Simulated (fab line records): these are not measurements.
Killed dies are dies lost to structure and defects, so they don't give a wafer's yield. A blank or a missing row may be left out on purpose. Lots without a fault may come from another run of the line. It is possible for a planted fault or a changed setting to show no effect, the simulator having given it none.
The same fault as seen by 2 desks    flow sky130    only its own numbers are on each desk; what lay behind them is given at the end

## TOOL OWNER'S DESK, litho-track-04
The tool's own readings at SKY_POLY_GATE_COAT_08 (resist thk 450 nm): means of the sampled wafers that have a number, for each lot that ran on this tool. The brackets show how far a lot's mean lies from the usual mean; more than 4 standard deviations puts the lot out of limits, marked OUT.
Columns: A = spin-speed-rpm at SKY_POLY_GATE_COAT_08, usual 3000.0 rpm
lot   first seen here  A
L516  day 15 14:00     2999.7
L519  day 16 19:00     3000.4
L521  day 17 16:00     2999.7
L523  day 18 12:00     2998.9
L533  day 21 21:00     3259.8 (+99 or more) OUT
L534  day 22 08:00     3260.6 (+99 or more) OUT
This desk's finding: out of limits on L533, L534; first on L533, day 21 21:00 (spin-speed-rpm at SKY_POLY_GATE_COAT_08). In limits: L516, L519, L521, L523.

## FROM THE METROLOGY DESK
What the gauges read for every lot (on any tool): the sampled wafers with a number, averaged. The brackets show how far a lot's mean lies from the usual mean; more than 4 standard deviations puts the lot out of limits, marked OUT.
Columns: A = SONOS_TUNNEL_TW at SKY_SONOS_TUNNEL_TW_MEAS_12, usual 198.7; B = POLY_GATE_CVD_00_THK at SKY_POLY_GATE_THK_MEAS_01, usual 179.7 nm
lot   first seen here  A      B
L516  day 11 04:44     197.9  178.5
L519  day 12 08:24     200.9  177.9
L521  day 13 03:21     201.7  178.9
L522  day 13 12:56     201.6  180.6
L523  day 13 23:10     201.0  182.2
L524  day 14 04:18     197.4  179.8
L525  day 14 07:41     197.0  179.2
L528  day 15 08:11     197.4  177.3
L533  day 16 22:25     196.6  181.2
L534  day 17 07:35     198.1  179.9
L535  day 17 15:33     200.2  181.3
This desk's verdict: no lot among the 11 shows anything out of limits.

## TAKEN TOGETHER
The tool owner's desk had the chance to raise an alarm at day 21 21:00 on L533, L534.
The metrology desk saw nothing out of limits.
The metrology desk holds a record of L533, L534, inside its limits.
On litho-track-04, each named lot ran SKY_POLY_GATE_COAT_08.

## WHAT THE SIMULATOR PUT IN
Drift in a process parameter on litho-track-04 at SKY_POLY_GATE_COAT_08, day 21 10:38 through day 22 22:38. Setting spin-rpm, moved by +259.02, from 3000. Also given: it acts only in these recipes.
Lots struck among those shown: L533, L534.
Hours from the fault's start to each desk's first reading out of limits: the tool owner's desk, 10.
